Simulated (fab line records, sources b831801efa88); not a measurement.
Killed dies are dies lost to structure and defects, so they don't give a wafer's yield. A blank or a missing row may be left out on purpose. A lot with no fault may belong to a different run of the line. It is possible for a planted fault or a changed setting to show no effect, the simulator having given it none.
What tool caused it? | flow sky130 | 13 lots, 39 wafers sampled, at 5 steps of a route of 708

== WHAT THE GAUGES READ, wafer by wafer ==
SKY_FIELD_ISO_THK_MEAS_23. Usual: for FIELD_ISO_OXIDATION_01_THK the level is 9.95 nm and the standard deviation is 0.17.
lot  | measured    | on            | FIELD_ISO_OXIDATION_01_THK (nm) | flag
L209 | day 2 06:19 | film_metro-02 | 9.84 10.02 9.92                 |
L212 | day 2 23:08 | film_metro-04 | 10.12 10.02 9.77                |
L215 | day 3 15:47 | film_metro-02 | 9.85 10.04 9.91                 |
L217 | day 4 07:14 | film_metro-01 | 10.40 10.09 10.32               |
L220 | day 4 14:29 | film_metro-02 | 9.94 9.82 9.78                  |
L221 | day 5 02:21 | film_metro-02 | 10.05 10.09 9.95                |
L222 | day 5 02:22 | film_metro-01 | 10.15 10.17 10.09               |
L223 | day 5 10:11 | film_metro-04 | 10.11 10.03 9.83                |
L226 | day 6 01:44 | film_metro-02 | 10.01 9.76 9.90                 |
L227 | day 6 08:34 | film_metro-02 | 9.70 9.69 9.82                  |
L229 | day 6 16:08 | film_metro-04 | 9.87 9.95 9.92                  |
L230 | day 6 22:50 | film_metro-04 | 9.64 9.91 10.08                 |
L232 | day 7 07:30 | film_metro-01 | 9.67 9.72 9.60                  |

SKY_VT_ADJUST_LVTN_TW_MEAS_21. Usual: for VT_ADJUST_LVTN_2_TW the level is 188.5 and the standard deviation is 1.4.
lot  | measured     | on            | VT_ADJUST_LVTN_2_TW | flag
L209 | day 7 16:44  | film_metro-01 | 190.0 188.6 189.1   |
L212 | day 9 04:08  | film_metro-04 | 231.4 231.2 232.2   | OFF
L215 | day 10 03:20 | film_metro-04 | 230.8 229.8 231.4   | OFF
L217 | day 10 12:39 | film_metro-01 | 229.2 229.9 229.4   | OFF
L220 | day 10 18:41 | film_metro-04 | 190.5 189.6 189.5   |
L221 | day 11 14:22 | film_metro-03 | 185.2 186.8 186.7   |
L222 | day 11 12:40 | film_metro-01 | 188.7 189.0 188.8   |
L223 | day 12 01:20 | film_metro-04 | 189.5 189.8 189.1   |
L226 | day 12 19:55 | film_metro-03 | 188.0 187.2 187.5   |
L227 | day 13 04:41 | film_metro-04 | 189.2 189.6 188.5   |
L229 | day 13 13:49 | film_metro-01 | 190.3 190.1 190.5   |
L230 | day 14 05:54 | film_metro-01 | 189.8 190.7 189.9   |
L232 | day 14 12:09 | film_metro-03 | 186.5 186.9 185.4   |

SKY_LI_CONTACT_CD_MEAS_12: target cd 170 nm. Usual: cd_nm 170.0 nm, standard deviation 1.4.
lot  | measured     | on        | cd_nm (nm)        | flag
L209 | day 29 10:19 | cd_sem-01 | 169.1 168.9 168.5 |
L212 | day 30 22:32 | cd_sem-01 | 170.8 170.7 171.4 |
L215 | day 32 07:50 | cd_sem-01 | 171.9 170.0 171.4 |
L217 | day 33 01:24 | cd_sem-01 | 170.0 168.1 170.0 |
L220 | day 33 06:10 | cd_sem-01 | 170.9 169.7 170.6 |
L221 | day 33 23:29 | cd_sem-01 | 167.0 168.5 168.3 |
L222 | day 33 19:14 | cd_sem-01 | 168.5 169.2 168.8 |
L223 | day 34 17:55 | cd_sem-01 | 169.4 170.3 169.7 |
L226 | day 35 05:04 | cd_sem-01 | 168.4 169.9 169.0 |
L227 | day 35 09:47 | cd_sem-02 | 172.2 171.1 171.8 |
L229 | day 35 15:53 | cd_sem-01 | 168.9 169.8 169.6 |
L230 | day 36 13:23 | cd_sem-02 | 168.1 169.9 168.5 |
L232 | day 36 15:44 | cd_sem-01 | 168.8 168.8 168.8 |

SKY_CONTACT_CD_MEAS_14: target cd 170 nm. Usual: cd_nm 170.2 nm, standard deviation 1.7.
lot  | measured     | on        | cd_nm (nm)        | flag
L209 | day 31 21:58 | cd_sem-01 | 168.1 167.5 167.3 |
L212 | day 33 08:47 | cd_sem-02 | 170.6 170.9 168.6 |
L215 | day 34 16:02 | cd_sem-02 | 167.9 168.5 168.5 |
L217 | day 35 09:48 | cd_sem-01 | 171.2 170.1 172.0 |
L220 | day 35 12:34 | cd_sem-01 | 171.7 171.5 170.0 |
L221 | day 36 08:32 | cd_sem-01 | 172.1 171.9 172.3 |
L222 | day 36 02:15 | cd_sem-02 | 169.7 170.7 169.8 |
L223 | day 37 02:41 | cd_sem-02 | 167.7 166.6 167.5 |
L226 | day 37 13:41 | cd_sem-01 | 171.2 170.3 169.6 |
L227 | day 37 16:34 | cd_sem-02 | 169.5 169.0 170.3 |
L229 | day 37 23:02 | cd_sem-01 | 171.1 171.8 171.7 |
L230 | day 38 19:23 | cd_sem-01 | 168.0 170.0 169.3 |
L232 | day 38 22:05 | cd_sem-02 | 170.8 170.0 170.9 |

== WHAT TOOL EACH LOT RAN ON (gives the tool, then ch and the chambers of the sampled wafers, and finally the start) ==
lot  | SKY_VT_ADJUST_LVTN_IMPLANT_19
L209 | implanter-01 ch 0, day 7 16:31
L212 | implanter-02 ch 0, day 9 03:34
L215 | implanter-01 ch 0, day 10 02:46
L217 | implanter-03 ch 0, day 10 12:06
L220 | implanter-03 ch 0, day 10 18:28
L221 | implanter-01 ch 0, day 11 14:07
L222 | implanter-01 ch 0, day 11 12:26
L223 | implanter-03 ch 0, day 12 01:07
L226 | implanter-01 ch 0, day 12 19:40
L227 | implanter-03 ch 0, day 13 04:26
L229 | implanter-02 ch 0, day 13 13:34
L230 | implanter-02 ch 0, day 14 05:41
L232 | implanter-02 ch 0, day 14 11:56
- SKY_VT_ADJUST_LVTN_IMPLANT_19

== AS READ BY THE TOOLS THEMSELVES (means over the sampled wafers that have a number; for cases with no such wafer, the mark the record gives instead) ==
SKY_VT_ADJUST_LVTN_IMPLANT_19. Usual: dose_ions_cm2 6.5e+11, standard deviation 7.3e+08; end_station_pressure_torr 5e-06 Torr, standard deviation 2.4e-07; faraday_current_uA 3.66, standard deviation 0.071.
lot  | tool         | dose_ions_cm2 | end_station_pressure_torr (Torr) | faraday_current_uA | flag
L209 | implanter-01 | 6.5e+11       | 5e-06                            | 3.68               |
L212 | implanter-02 | 6.5e+11       | 5e-06                            | 3.66               |
L215 | implanter-01 | 6.5e+11       | 5e-06                            | 3.67               |
L217 | implanter-03 | 6.5e+11       | 5e-06                            | 3.70               |
L220 | implanter-03 | 6.5e+11       | 5e-06                            | 3.66               |
L221 | implanter-01 | 6.5e+11       | 5e-06                            | 3.69               |
L222 | implanter-01 | 6.5e+11       | 5e-06                            | 3.59               |
L223 | implanter-03 | 6.5e+11       | 5e-06                            | 3.70               |
L226 | implanter-01 | 6.5e+11       | 5e-06                            | 3.78               |
L227 | implanter-03 | 6.5e+11       | 5e-06                            | 3.67               |
L229 | implanter-02 | 6.5e+11       | 5e-06                            | 3.66               |
L230 | implanter-02 | 6.5e+11       | 5e-06                            | 3.67               |
L232 | implanter-02 | 6.5e+11       | 5e-06                            | 3.64               |

== THE ANSWER, worked out from the rows above alone ==
Rule: take the mean of a lot's wafers that have a number; if it is more than 3 standard deviations from the usual mean, the lot is off. A lot without any number at a reading at which 4 lots or more have one is off too. All remaining lots with rows at the step are treated as sound. After the gauges, taken in route order, come the tools' own readings; for these a lot's mean is taken, as printed above. The first step at which some lot is off is used, and at that step the reading that is off furthest; a lot without a number counts as furthest.
Off: at SKY_VT_ADJUST_LVTN_TW_MEAS_21 (VT_ADJUST_LVTN_2_TW), L212, L215, L217.
If a tool, at a process step before that reading, ran all the lots that are off and no sound lot after the first of them, it fits. Those tools and the gauges at SKY_VT_ADJUST_LVTN_TW_MEAS_21 are tried in the same way. No candidate that was tried fits.

== WHAT WAS PUT IN BY THE SIMULATOR ==
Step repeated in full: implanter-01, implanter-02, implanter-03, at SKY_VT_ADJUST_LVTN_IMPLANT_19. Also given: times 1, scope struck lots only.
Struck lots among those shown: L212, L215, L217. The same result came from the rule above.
